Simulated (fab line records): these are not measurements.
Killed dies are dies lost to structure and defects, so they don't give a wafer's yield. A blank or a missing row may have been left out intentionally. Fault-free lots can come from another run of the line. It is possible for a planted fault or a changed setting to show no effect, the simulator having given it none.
fab line records / flow sky130
record: lots: 6 wafers: 18 last-day: 49
route steps=708 shown VIA2@509
lots untouched by any fault: they come from a run of this same line in which no faults occurred
start-h: start of the lot's first displayed wafer, in hours after the record's first day / wait-h: hours elapsed since this lot's preceding step / " same as the row above / L1.1+2: several wafers, shown together as one row / - value missing, or start not given / * or withheld: withheld / < > ~ a bound
route shown NAME@n: names a module that has steps shown in the file, with the first one's number in the route / usual: the fault-free wafers' mean and standard deviation / same: alike in all rows / chamber/n: place in a boat / sites: per-site readings / _std_site: the values' standard deviation / _edge_site: outer sites' mean less inner sites' / radius-mm: for every site, how far away it sits from the centre of the wafer / mask NAME#n: copy n / behind: tool/chamber where the wafer was last shaped / hold: reason for holding the lot/hours on hold/outcome of the hold / device: transistor that didn't switch, given as n, p or np / end of line: tests of these same wafers at the route's end / a step without rows: its recipe alone / killed: at the first sort, the dies lost to defects and structure; wafer yield is something else / map: a wafer's dies, marking killed ones x, the rest . and places with no die _
set.NAME: the run value of the setting; set.NAME@STEP: its run value at that earlier step / model.NAME: the simulator's own value behind a step, which no gauge read
lots seen at some steps along the route; tables by step, rows by wafer
services: the hour from which a tool's chamber was out of use, counted from the record's first day as start-h (under 0 if before that day), plus the number of hours and why
== steps ==
step: SKY_VIA2_CMP_02
recipe: material: SiO2 down-force-psi: 4 platen-rpm: 60 pad-velocity-m-s: 0.94248
usual: motor-current-A: 11.7/1 slurry-flow-ml-min: 150.0/0.45
lot.wafer=L838.2 tool=cmp-01 chamber=0 start-h=808.91 wait-h=0.1 motor-current-A=10.3 slurry-flow-ml-min=150.5
lot.wafer=L838.1 tool=cmp-01 chamber=1 start-h=808.91 wait-h=0.1 motor-current-A=11.4 slurry-flow-ml-min=150.6
lot.wafer=L838.6 tool=cmp-01 chamber=0 start-h=808.91 wait-h=0.1 motor-current-A=10.8 slurry-flow-ml-min=150.1
lot.wafer=L839.2 tool=cmp-02 chamber=2 start-h=810.47 wait-h=0.0 motor-current-A=12.7 slurry-flow-ml-min=150.4
lot.wafer=L839.3 tool=cmp-02 chamber=1 start-h=810.47 wait-h=0.0 motor-current-A=12.7 slurry-flow-ml-min=149.7
lot.wafer=L839.5 tool=cmp-02 chamber=2 start-h=810.47 wait-h=0.0 motor-current-A=14.2 slurry-flow-ml-min=149.4
lot.wafer=L843.2 tool=cmp-01 chamber=2 start-h=846.69 wait-h=0.0 motor-current-A=12.5 slurry-flow-ml-min=149.9
lot.wafer=L843.3 tool=cmp-01 chamber=1 start-h=846.69 wait-h=0.0 motor-current-A=11.4 slurry-flow-ml-min=149.5
lot.wafer=L843.5 tool=cmp-01 chamber=2 start-h=846.69 wait-h=0.0 motor-current-A=12.6 slurry-flow-ml-min=149.5
lot.wafer=L844.4 tool=cmp-02 chamber=0 start-h=851.29 wait-h=0.0 motor-current-A=12.1 slurry-flow-ml-min=150.2
lot.wafer=L844.2 tool=cmp-02 chamber=1 start-h=851.29 wait-h=0.0 motor-current-A=12.6 slurry-flow-ml-min=149.7
lot.wafer=L844.6 tool=cmp-02 chamber=1 start-h=851.29 wait-h=0.0 motor-current-A=12.8 slurry-flow-ml-min=149.8
lot.wafer=L857.3 tool=cmp-02 chamber=0 start-h=966.15 wait-h=0.0 motor-current-A=12.4 slurry-flow-ml-min=149.9
lot.wafer=L857.2 tool=cmp-02 chamber=1 start-h=966.15 wait-h=0.0 motor-current-A=12.7 slurry-flow-ml-min=150.5
lot.wafer=L857.6 tool=cmp-02 chamber=1 start-h=966.15 wait-h=0.0 motor-current-A=12.6 slurry-flow-ml-min=149.8
lot.wafer=L859.4 tool=cmp-02 chamber=0 start-h=972.92 wait-h=0.0 motor-current-A=11.6 slurry-flow-ml-min=150.2
lot.wafer=L859.2 tool=cmp-02 chamber=2 start-h=972.92 wait-h=0.0 motor-current-A=13.9 slurry-flow-ml-min=150.0
lot.wafer=L859.6 tool=cmp-02 chamber=0 start-h=972.92 wait-h=0.0 motor-current-A=11.9 slurry-flow-ml-min=150.2
step: SKY_VIA2_BOW_MEAS_03
recipe: mode: bow
usual: VIA2_BOW: 84/6.5
lot.wafer=L838.1 tool=film-metro-03 chamber=- start-h=809.16 wait-h=0.1 VIA2_BOW[um]=79
lot.wafer=L838.2 tool=film-metro-03 chamber=- start-h=809.16 wait-h=0.1 VIA2_BOW[um]=91
lot.wafer=L838.6 tool=film-metro-03 chamber=- start-h=809.16 wait-h=0.1 VIA2_BOW[um]=91
lot.wafer=L839.2 tool=film-metro-03 chamber=- start-h=810.79 wait-h=0.3 VIA2_BOW[um]=84
lot.wafer=L839.3 tool=film-metro-03 chamber=- start-h=810.79 wait-h=0.3 VIA2_BOW[um]=90
lot.wafer=L839.5 tool=film-metro-03 chamber=- start-h=810.79 wait-h=0.3 VIA2_BOW[um]=86
lot.wafer=L843.2 tool=film-metro-01 chamber=- start-h=847.01 wait-h=0.3 VIA2_BOW[um]=87
lot.wafer=L843.3 tool=film-metro-01 chamber=- start-h=847.01 wait-h=0.3 VIA2_BOW[um]=77
lot.wafer=L843.5 tool=film-metro-01 chamber=- start-h=847.01 wait-h=0.3 VIA2_BOW[um]=83
lot.wafer=L844.2 tool=film-metro-03 chamber=- start-h=851.61 wait-h=0.2 VIA2_BOW[um]=87
lot.wafer=L844.4 tool=film-metro-03 chamber=- start-h=851.61 wait-h=0.2 VIA2_BOW[um]=96
lot.wafer=L844.6 tool=film-metro-03 chamber=- start-h=851.61 wait-h=0.2 VIA2_BOW[um]=80
lot.wafer=L857.2 tool=film-metro-02 chamber=- start-h=966.47 wait-h=0.2 VIA2_BOW[um]=84
lot.wafer=L857.3 tool=film-metro-02 chamber=- start-h=966.47 wait-h=0.2 VIA2_BOW[um]=83
lot.wafer=L857.6 tool=film-metro-02 chamber=- start-h=966.47 wait-h=0.2 VIA2_BOW[um]=84
lot.wafer=L859.2 tool=film-metro-02 chamber=- start-h=973.24 wait-h=0.2 VIA2_BOW[um]=83
lot.wafer=L859.4 tool=film-metro-02 chamber=- start-h=973.24 wait-h=0.2 VIA2_BOW[um]=84
lot.wafer=L859.6 tool=film-metro-02 chamber=- start-h=973.24 wait-h=0.2 VIA2_BOW[um]=72
step: SKY_VIA2_DEHYDRATE_04
recipe: temp-c: 200 time-s: 60
step: SKY_VIA2_HMDS_05
recipe: prime-time-s: 60 prime-temp-c: 120
step: SKY_VIA2_COAT_06
recipe: resist: BARC temp-c: withheld time-s: withheld spin-rpm: 3000 resist-thk-nm: 60
step: SKY_VIA2_COAT_07
recipe: resist: KrF-thick spin-rpm: 3000 resist-thk-nm: 450
step: SKY_VIA2_SOFTBAKE_08
recipe: temp-c: 100 time-s: 90 resist: KrF-thick
step: SKY_VIA2_EXPOSE_09
recipe: mask-id: VIM2 na: 0.8 source-shape: annular sigma-inner: 0.55 sigma-outer: 0.85 target-cd-nm: 200 dose-mj: 38
step: SKY_VIA2_PEB_10
recipe: peb-temp-c: withheld peb-time-s: withheld resist: KrF-thick
step: SKY_VIA2_DEVELOP_11
recipe: develop-time-s: 60 resist: KrF-thick dev-temp-c: 21
step: SKY_VIA2_CD_MEAS_12
recipe: target-cd-nm: 200
usual: cd-nm: 199.8/1.3
lot.wafer=L838.1 tool=cd-sem-02 chamber=- start-h=837.25 wait-h=- cd-nm=198.6
lot.wafer=L838.2 tool=cd-sem-02 chamber=- start-h=837.25 wait-h=- cd-nm=198.0
lot.wafer=L838.6 tool=cd-sem-02 chamber=- start-h=837.25 wait-h=- cd-nm=199.4
lot.wafer=L839.2 tool=cd-sem-02 chamber=- start-h=837.62 wait-h=- cd-nm=200.9
lot.wafer=L839.3 tool=cd-sem-02 chamber=- start-h=837.62 wait-h=- cd-nm=199.1
lot.wafer=L839.5 tool=cd-sem-02 chamber=- start-h=837.62 wait-h=- cd-nm=201.4
lot.wafer=L843.2 tool=cd-sem-02 chamber=- start-h=873.79 wait-h=- cd-nm=201.3
lot.wafer=L843.3 tool=cd-sem-02 chamber=- start-h=873.79 wait-h=- cd-nm=200.1
lot.wafer=L843.5 tool=cd-sem-02 chamber=- start-h=873.79 wait-h=- cd-nm=201.0
lot.wafer=L844.2 tool=cd-sem-02 chamber=- start-h=877.99 wait-h=- cd-nm=200.0
lot.wafer=L844.4 tool=cd-sem-02 chamber=- start-h=877.99 wait-h=- cd-nm=201.0
lot.wafer=L844.6 tool=cd-sem-02 chamber=- start-h=877.99 wait-h=- cd-nm=200.1
lot.wafer=L857.2 tool=cd-sem-01 chamber=- start-h=990.87 wait-h=- cd-nm=200.2
lot.wafer=L857.3 tool=cd-sem-01 chamber=- start-h=990.87 wait-h=- cd-nm=199.7
lot.wafer=L857.6 tool=cd-sem-01 chamber=- start-h=990.87 wait-h=- cd-nm=200.3
lot.wafer=L859.2 tool=cd-sem-01 chamber=- start-h=997.92 wait-h=- cd-nm=199.9
lot.wafer=L859.4 tool=cd-sem-01 chamber=- start-h=997.92 wait-h=- cd-nm=199.9
lot.wafer=L859.6 tool=cd-sem-01 chamber=- start-h=997.92 wait-h=- cd-nm=198.1
step: SKY_VIA2_OVL_MEAS_13
usual: VIA2_OVL: 1/5.2
lot.wafer=L838.1 tool=overlay-02 chamber=- start-h=837.37 wait-h=0.1 VIA2_OVL[nm]=-2
lot.wafer=L838.2 tool=overlay-02 chamber=- start-h=837.37 wait-h=0.1 VIA2_OVL[nm]=-9
lot.wafer=L838.6 tool=overlay-02 chamber=- start-h=837.37 wait-h=0.1 VIA2_OVL[nm]=-12
lot.wafer=L839.2 tool=overlay-02 chamber=- start-h=837.73 wait-h=0.1 VIA2_OVL[nm]=-3
lot.wafer=L839.3 tool=overlay-02 chamber=- start-h=837.73 wait-h=0.1 VIA2_OVL[nm]=1
lot.wafer=L839.5 tool=overlay-02 chamber=- start-h=837.73 wait-h=0.1 VIA2_OVL[nm]=1
lot.wafer=L843.2 tool=overlay-02 chamber=- start-h=873.90 wait-h=0.1 VIA2_OVL[nm]=-6
lot.wafer=L843.3 tool=overlay-02 chamber=- start-h=873.90 wait-h=0.1 VIA2_OVL[nm]=-3
lot.wafer=L843.5 tool=overlay-02 chamber=- start-h=873.90 wait-h=0.1 VIA2_OVL[nm]=-3
lot.wafer=L844.2 tool=overlay-02 chamber=- start-h=878.10 wait-h=0.1 VIA2_OVL[nm]=-4
lot.wafer=L844.4 tool=overlay-02 chamber=- start-h=878.10 wait-h=0.1 VIA2_OVL[nm]=3
lot.wafer=L844.6 tool=overlay-02 chamber=- start-h=878.10 wait-h=0.1 VIA2_OVL[nm]=2
lot.wafer=L857.2 tool=overlay-02 chamber=- start-h=990.98 wait-h=0.1 VIA2_OVL[nm]=7
lot.wafer=L857.3 tool=overlay-02 chamber=- start-h=990.98 wait-h=0.1 VIA2_OVL[nm]=-1
lot.wafer=L857.6 tool=overlay-02 chamber=- start-h=990.98 wait-h=0.1 VIA2_OVL[nm]=-1
lot.wafer=L859.2 tool=overlay-01 chamber=- start-h=998.03 wait-h=0.1 VIA2_OVL[nm]=5
lot.wafer=L859.4 tool=overlay-01 chamber=- start-h=998.03 wait-h=0.1 VIA2_OVL[nm]=-1
lot.wafer=L859.6 tool=overlay-01 chamber=- start-h=998.03 wait-h=0.1 VIA2_OVL[nm]=-2
step: SKY_VIA2_ETCH_14
recipe: chemistry: N2/H2 target: BARC ion-energy-ev: 200 source-w: 500 bias-w: 100 pressure-mtorr: 30 n2-flow-sccm: 100 h2-flow-sccm: 200 stop-on: SiO2 time-s: 45.9 target-depth-a: 600
usual: drypump-motor-current-A: 5.8/0.34 oes-product-au: 0.855/0.0048 run-length-s: 74.1/0.4 throttle-valve-pct: 13.225/0.01
lot.wafer=L838.1 tool=rie-diel-04 chamber=2 start-h=837.41 wait-h=0.0 drypump-motor-current-A=6.4 oes-product-au=0.860 rf-hours-counter-h=2 run-length-s=74.4 throttle-valve-pct=13.206 model.KrF-thick_of_VIA2_COAT_07.thk-nm=393.2
lot.wafer=L838.2 tool=rie-diel-04 chamber=3 start-h=837.41 wait-h=0.0 drypump-motor-current-A=5.5 oes-product-au=0.851 rf-hours-counter-h=6 run-length-s=73.8 throttle-valve-pct=13.218 model.KrF-thick_of_VIA2_COAT_07.thk-nm=392.3
lot.wafer=L838.6 tool=rie-diel-04 chamber=3 start-h=837.41 wait-h=0.0 drypump-motor-current-A=5.4 oes-product-au=0.851 rf-hours-counter-h=- run-length-s=73.6 throttle-valve-pct=13.237 model.KrF-thick_of_VIA2_COAT_07.thk-nm=392.1
lot.wafer=L839.2 tool=rie-diel-01 chamber=3 start-h=837.76 wait-h=0.0 drypump-motor-current-A=5.6 oes-product-au=0.857 rf-hours-counter-h=23 run-length-s=74.3 throttle-valve-pct=13.221 model.KrF-thick_of_VIA2_COAT_07.thk-nm=393.1
lot.wafer=L839.3 tool=rie-diel-01 chamber=1 start-h=837.76 wait-h=0.0 drypump-motor-current-A=6.0 oes-product-au=0.862 rf-hours-counter-h=4 run-length-s=74.9 throttle-valve-pct=13.236 model.KrF-thick_of_VIA2_COAT_07.thk-nm=393.7
lot.wafer=L839.5 tool=rie-diel-01 chamber=0 start-h=837.76 wait-h=0.0 drypump-motor-current-A=6.0 oes-product-au=0.849 rf-hours-counter-h=- run-length-s=73.6 throttle-valve-pct=13.236 model.KrF-thick_of_VIA2_COAT_07.thk-nm=393.7
lot.wafer=L843.2 tool=rie-diel-01 chamber=3 start-h=873.93 wait-h=0.0 drypump-motor-current-A=5.6 oes-product-au=0.925 rf-hours-counter-h=24 run-length-s=70.1 throttle-valve-pct=13.218 model.KrF-thick_of_VIA2_COAT_07.thk-nm=394.2
lot.wafer=L843.3 tool=rie-diel-01 chamber=0 start-h=873.93 wait-h=0.0 drypump-motor-current-A=6.0 oes-product-au=0.928 rf-hours-counter-h=5 run-length-s=69.6 throttle-valve-pct=13.221 model.KrF-thick_of_VIA2_COAT_07.thk-nm=394
lot.wafer=L843.5 tool=rie-diel-01 chamber=1 start-h=873.93 wait-h=0.0 drypump-motor-current-A=6.0 oes-product-au=0.929 rf-hours-counter-h=- run-length-s=70.5 throttle-valve-pct=13.235 model.KrF-thick_of_VIA2_COAT_07.thk-nm=394.1
lot.wafer=L844.2 tool=rie-diel-01 chamber=2 start-h=878.13 wait-h=0.0 drypump-motor-current-A=5.9 oes-product-au=0.939 rf-hours-counter-h=16 run-length-s=70.6 throttle-valve-pct=13.231 model.KrF-thick_of_VIA2_COAT_07.thk-nm=397.2
lot.wafer=L844.4 tool=rie-diel-01 chamber=1 start-h=878.13 wait-h=0.0 drypump-motor-current-A=6.0 oes-product-au=0.854 rf-hours-counter-h=5 run-length-s=74.6 throttle-valve-pct=13.235 model.KrF-thick_of_VIA2_COAT_07.thk-nm=393
lot.wafer=L844.6 tool=rie-diel-01 chamber=1 start-h=878.13 wait-h=0.0 drypump-motor-current-A=6.0 oes-product-au=0.857 rf-hours-counter-h=- run-length-s=74.7 throttle-valve-pct=13.236 model.KrF-thick_of_VIA2_COAT_07.thk-nm=393.6
lot.wafer=L857.2 tool=rie-diel-03 chamber=2 start-h=991.01 wait-h=0.0 drypump-motor-current-A=5.6 oes-product-au=0.851 rf-hours-counter-h=12 run-length-s=74.4 throttle-valve-pct=13.237 model.KrF-thick_of_VIA2_COAT_07.thk-nm=389.6
lot.wafer=L857.3 tool=rie-diel-03 chamber=0 start-h=991.01 wait-h=0.0 drypump-motor-current-A=5.9 oes-product-au=0.850 rf-hours-counter-h=27 run-length-s=74.5 throttle-valve-pct=13.222 model.KrF-thick_of_VIA2_COAT_07.thk-nm=389.3
lot.wafer=L857.6 tool=rie-diel-03 chamber=2 start-h=991.01 wait-h=0.0 drypump-motor-current-A=5.5 oes-product-au=0.848 rf-hours-counter-h=- run-length-s=74.0 throttle-valve-pct=13.219 model.KrF-thick_of_VIA2_COAT_07.thk-nm=391.1
lot.wafer=L859.2 tool=rie-diel-04 chamber=1 start-h=998.06 wait-h=0.0 drypump-motor-current-A=5.8 oes-product-au=0.855 rf-hours-counter-h=5 run-length-s=74.4 throttle-valve-pct=13.222 model.KrF-thick_of_VIA2_COAT_07.thk-nm=392.2
lot.wafer=L859.4 tool=rie-diel-04 chamber=0 start-h=998.06 wait-h=0.0 drypump-motor-current-A=5.9 oes-product-au=0.855 rf-hours-counter-h=12 run-length-s=73.7 throttle-valve-pct=13.219 model.KrF-thick_of_VIA2_COAT_07.thk-nm=390.6
lot.wafer=L859.6 tool=rie-diel-04 chamber=0 start-h=998.06 wait-h=0.0 drypump-motor-current-A=5.9 oes-product-au=0.853 rf-hours-counter-h=- run-length-s=74.5 throttle-valve-pct=13.215 model.KrF-thick_of_VIA2_COAT_07.thk-nm=390.8
step: SKY_VIA2_ETCH_15
recipe: target: SiO2 chemistry: C4F8/O2/Ar target-depth-nm: 546 stop-on: TiN mask-material: KrF-thick source-w: 1500 bias-w: 1200 pressure-mtorr: 40 c4f8-flow-sccm: withheld O2_flow_sccm: 6 Ar_flow_sccm: 300 time-s: 84
usual: oes-product-au: 0.939/0.0043 run-length-s: 112.2/0.42
lot.wafer=L838.1 tool=rie-diel-04 chamber=2 start-h=837.45 wait-h=0.0 oes-product-au=0.946 rf-hours-counter-h=2 run-length-s=112.3 model.KrF-thick_of_VIA2_COAT_07.thk-nm=285.7
lot.wafer=L838.2 tool=rie-diel-04 chamber=3 start-h=837.45 wait-h=0.0 oes-product-au=0.942 rf-hours-counter-h=6 run-length-s=111.5 model.KrF-thick_of_VIA2_COAT_07.thk-nm=282.6
lot.wafer=L838.6 tool=rie-diel-04 chamber=3 start-h=837.45 wait-h=0.0 oes-product-au=0.939 rf-hours-counter-h=- run-length-s=111.5 model.KrF-thick_of_VIA2_COAT_07.thk-nm=282.3
lot.wafer=L839.2 tool=rie-diel-01 chamber=3 start-h=837.80 wait-h=0.0 oes-product-au=0.937 rf-hours-counter-h=23 run-length-s=112.7 model.KrF-thick_of_VIA2_COAT_07.thk-nm=284.2
lot.wafer=L839.3 tool=rie-diel-01 chamber=1 start-h=837.80 wait-h=0.0 oes-product-au=0.941 rf-hours-counter-h=4 run-length-s=113.1 model.KrF-thick_of_VIA2_COAT_07.thk-nm=285.3
lot.wafer=L839.5 tool=rie-diel-01 chamber=0 start-h=837.80 wait-h=0.0 oes-product-au=0.944 rf-hours-counter-h=- run-length-s=111.7 model.KrF-thick_of_VIA2_COAT_07.thk-nm=285.1
lot.wafer=L843.2 tool=rie-diel-01 chamber=3 start-h=873.97 wait-h=0.0 oes-product-au=0.934 rf-hours-counter-h=24 run-length-s=112.5 model.KrF-thick_of_VIA2_COAT_07.thk-nm=284
lot.wafer=L843.3 tool=rie-diel-01 chamber=0 start-h=873.97 wait-h=0.0 oes-product-au=0.937 rf-hours-counter-h=5 run-length-s=112.0 model.KrF-thick_of_VIA2_COAT_07.thk-nm=283.1
lot.wafer=L843.5 tool=rie-diel-01 chamber=1 start-h=873.97 wait-h=0.0 oes-product-au=0.934 rf-hours-counter-h=- run-length-s=112.5 model.KrF-thick_of_VIA2_COAT_07.thk-nm=285.4
lot.wafer=L844.2 tool=rie-diel-01 chamber=2 start-h=878.17 wait-h=0.0 oes-product-au=0.945 rf-hours-counter-h=16 run-length-s=112.2 model.KrF-thick_of_VIA2_COAT_07.thk-nm=289
lot.wafer=L844.4 tool=rie-diel-01 chamber=1 start-h=878.17 wait-h=0.0 oes-product-au=0.936 rf-hours-counter-h=5 run-length-s=112.4 model.KrF-thick_of_VIA2_COAT_07.thk-nm=284.5
lot.wafer=L844.6 tool=rie-diel-01 chamber=1 start-h=878.17 wait-h=0.0 oes-product-au=0.936 rf-hours-counter-h=- run-length-s=113.1 model.KrF-thick_of_VIA2_COAT_07.thk-nm=285.5
lot.wafer=L857.2 tool=rie-diel-03 chamber=2 start-h=991.05 wait-h=0.0 oes-product-au=0.939 rf-hours-counter-h=12 run-length-s=112.5 model.KrF-thick_of_VIA2_COAT_07.thk-nm=280.7
lot.wafer=L857.3 tool=rie-diel-03 chamber=0 start-h=991.05 wait-h=0.0 oes-product-au=0.934 rf-hours-counter-h=27 run-length-s=112.8 model.KrF-thick_of_VIA2_COAT_07.thk-nm=280.3
lot.wafer=L857.6 tool=rie-diel-03 chamber=2 start-h=991.05 wait-h=0.0 oes-product-au=0.948 rf-hours-counter-h=- run-length-s=112.0 model.KrF-thick_of_VIA2_COAT_07.thk-nm=281.8
lot.wafer=L859.2 tool=rie-diel-04 chamber=1 start-h=998.10 wait-h=0.0 oes-product-au=0.933 rf-hours-counter-h=5 run-length-s=112.2 model.KrF-thick_of_VIA2_COAT_07.thk-nm=283.4
lot.wafer=L859.4 tool=rie-diel-04 chamber=0 start-h=998.10 wait-h=0.0 oes-product-au=0.940 rf-hours-counter-h=13 run-length-s=112.2 model.KrF-thick_of_VIA2_COAT_07.thk-nm=282.5
lot.wafer=L859.6 tool=rie-diel-04 chamber=0 start-h=998.10 wait-h=0.0 oes-product-au=0.939 rf-hours-counter-h=- run-length-s=111.9 model.KrF-thick_of_VIA2_COAT_07.thk-nm=282.2
step: SKY_VIA2_STRIP_16
recipe: chemistry: O2/N2 power-w: 1400 pressure-mtorr: 1500 platen-temp-c: withheld o2-flow-sccm: 3000 n2-flow-sccm: 300 overash-fraction: 0.5
usual: drypump-motor-current-A: 5.7/0.51 oes-product-au: 0.398/0.0046 strip-time-to-endpoint-s: 4.046/0.026
same: overash-fraction: 0.5
lot.wafer=L838.1 tool=plasma-asher-03 chamber=0 start-h=837.51 wait-h=0.0 drypump-motor-current-A=5.7 oes-product-au=0.387 rf-hours-counter-h=72 strip-time-to-endpoint-s=4.070
lot.wafer=L838.2 tool=plasma-asher-03 chamber=1 start-h=837.51 wait-h=0.0 drypump-motor-current-A=5.7 oes-product-au=0.391 rf-hours-counter-h=72 strip-time-to-endpoint-s=4.044
lot.wafer=L838.6 tool=plasma-asher-03 chamber=1 start-h=837.51 wait-h=0.0 drypump-motor-current-A=5.7 oes-product-au=0.400 rf-hours-counter-h=- strip-time-to-endpoint-s=4.033
lot.wafer=L839.2 tool=plasma-asher-01 chamber=1 start-h=837.86 wait-h=0.0 drypump-motor-current-A=5.0 oes-product-au=0.403 rf-hours-counter-h=9 strip-time-to-endpoint-s=4.038
lot.wafer=L839.3 tool=plasma-asher-01 chamber=1 start-h=837.86 wait-h=0.0 drypump-motor-current-A=5.0 oes-product-au=0.397 rf-hours-counter-h=- strip-time-to-endpoint-s=4.069
lot.wafer=L839.5 tool=plasma-asher-01 chamber=1 start-h=837.86 wait-h=0.0 drypump-motor-current-A=5.0 oes-product-au=0.394 rf-hours-counter-h=- strip-time-to-endpoint-s=4.062
lot.wafer=L843.2 tool=plasma-asher-03 chamber=0 start-h=874.03 wait-h=0.0 drypump-motor-current-A=5.8 oes-product-au=0.403 rf-hours-counter-h=76 strip-time-to-endpoint-s=4.040
lot.wafer=L843.3 tool=plasma-asher-03 chamber=0 start-h=874.03 wait-h=0.0 drypump-motor-current-A=5.8 oes-product-au=0.403 rf-hours-counter-h=- strip-time-to-endpoint-s=4.033
lot.wafer=L843.5 tool=plasma-asher-03 chamber=1 start-h=874.03 wait-h=0.0 drypump-motor-current-A=5.7 oes-product-au=0.397 rf-hours-counter-h=- strip-time-to-endpoint-s=4.050
lot.wafer=L844.2 tool=plasma-asher-01 chamber=0 start-h=878.23 wait-h=0.0 drypump-motor-current-A=6.4 oes-product-au=0.401 rf-hours-counter-h=14 strip-time-to-endpoint-s=4.117
lot.wafer=L844.4 tool=plasma-asher-01 chamber=0 start-h=878.23 wait-h=0.0 drypump-motor-current-A=6.4 oes-product-au=0.402 rf-hours-counter-h=- strip-time-to-endpoint-s=4.066
lot.wafer=L844.6 tool=plasma-asher-01 chamber=0 start-h=878.23 wait-h=0.0 drypump-motor-current-A=6.4 oes-product-au=0.399 rf-hours-counter-h=- strip-time-to-endpoint-s=4.080
lot.wafer=L857.2 tool=plasma-asher-02 chamber=0 start-h=991.11 wait-h=0.0 drypump-motor-current-A=6.1 oes-product-au=0.406 rf-hours-counter-h=112 strip-time-to-endpoint-s=4.018
lot.wafer=L857.3 tool=plasma-asher-02 chamber=0 start-h=991.11 wait-h=0.0 drypump-motor-current-A=6.1 oes-product-au=0.397 rf-hours-counter-h=- strip-time-to-endpoint-s=4.011
lot.wafer=L857.6 tool=plasma-asher-02 chamber=1 start-h=991.11 wait-h=0.0 drypump-motor-current-A=5.5 oes-product-au=0.395 rf-hours-counter-h=- strip-time-to-endpoint-s=4.005
lot.wafer=L859.2 tool=plasma-asher-01 chamber=0 start-h=998.16 wait-h=0.0 drypump-motor-current-A=6.4 oes-product-au=0.401 rf-hours-counter-h=26 strip-time-to-endpoint-s=4.050
lot.wafer=L859.4 tool=plasma-asher-01 chamber=1 start-h=998.16 wait-h=0.0 drypump-motor-current-A=5.0 oes-product-au=0.398 rf-hours-counter-h=- strip-time-to-endpoint-s=4.055
lot.wafer=L859.6 tool=plasma-asher-01 chamber=1 start-h=998.16 wait-h=0.0 drypump-motor-current-A=5.0 oes-product-au=0.400 rf-hours-counter-h=- strip-time-to-endpoint-s=4.020
== services ==
tool=rie-diel-04 chamber=1 start-h=793.67 hours=7.6 kind=repair
tool=rie-diel-03 chamber=0 start-h=796.95 hours=8.5 kind=repair
tool=plasma-asher-03 chamber=- start-h=808.62 hours=3.0 kind=repair
tool=rie-diel-01 chamber=1 start-h=827.46 hours=6.3 kind=repair
tool=rie-diel-01 chamber=2 start-h=829.35 hours=10.1 kind=repair
tool=rie-diel-03 chamber=0 start-h=839.57 hours=15.2 kind=repair
tool=cmp-02 chamber=- start-h=862.13 hours=5.2 kind=pm
tool=rie-diel-03 chamber=0 start-h=875.14 hours=11.4 kind=repair
tool=plasma-asher-01 chamber=- start-h=888.50 hours=3.1 kind=repair
tool=cmp-01 chamber=- start-h=901.02 hours=5.0 kind=repair
tool=rie-diel-01 chamber=1 start-h=905.60 hours=3.3 kind=repair
tool=plasma-asher-01 chamber=- start-h=922.68 hours=2.8 kind=pm
tool=cmp-02 chamber=- start-h=928.71 hours=4.0 kind=pm
tool=cmp-02 chamber=- start-h=932.71 hours=- kind=consumable-replace:conditioner
tool=plasma-asher-03 chamber=- start-h=941.30 hours=4.3 kind=pm
tool=cmp-02 chamber=- start-h=945.78 hours=5.6 kind=pm
tool=cmp-01 chamber=- start-h=954.74 hours=0.4 kind=repair
tool=cmp-02 chamber=- start-h=969.11 hours=1.8 kind=repair
tool=rie-diel-01 chamber=- start-h=984.85 hours=0.8 kind=repair
tool=plasma-asher-03 chamber=- start-h=985.70 hours=5.7 kind=repair
tool=plasma-asher-02 chamber=- start-h=994.06 hours=1.3 kind=repair
tool=rie-diel-01 chamber=0 start-h=994.32 hours=11.0 kind=repair
tool=cmp-02 chamber=- start-h=995.02 hours=1.7 kind=repair
tool=rie-diel-01 chamber=3 start-h=995.96 hours=13.8 kind=repair
== key ==
first-sign: step: SKY_VIA2_ETCH_14 reading: oes-product-au direction: up sigmas: 16 usual: 0.855 struck: 0.930
effect: step: SKY_VIA2_ETCH_14 reading: run-length-s direction: down sigmas: 9.8 usual: * struck: *
model-effect: step: SKY_VIA2_ETCH_14 value: KrF-thick_of_VIA2_COAT_07.thk-nm without: 391 struck: 394.9
model-effect: step: SKY_VIA2_ETCH_15 value: KrF-thick_of_VIA2_COAT_07.thk-nm without: 281.5 struck: 285.4
met-at SKY_VIA2_ETCH_14
struck-wafers L843.2,L843.3,L843.5,L844.2
sort-left-out L843.2,L843.3,L843.5,L844.2
onset-between 837.76 873.93
fault: kind: process-parameter-drift tool: rie-diel-01 chamber: - onset-h: 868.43 steps: SKY_VIA2_ETCH_14 channel: time-s offset: * shape: step end-h: 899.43 scope: struck-wafers-only acts-in: * stated: *
sort-left-out: the simulated sort isn't trusted on such a fault, so these wafers' sort isn't shown, and their yield isn't known
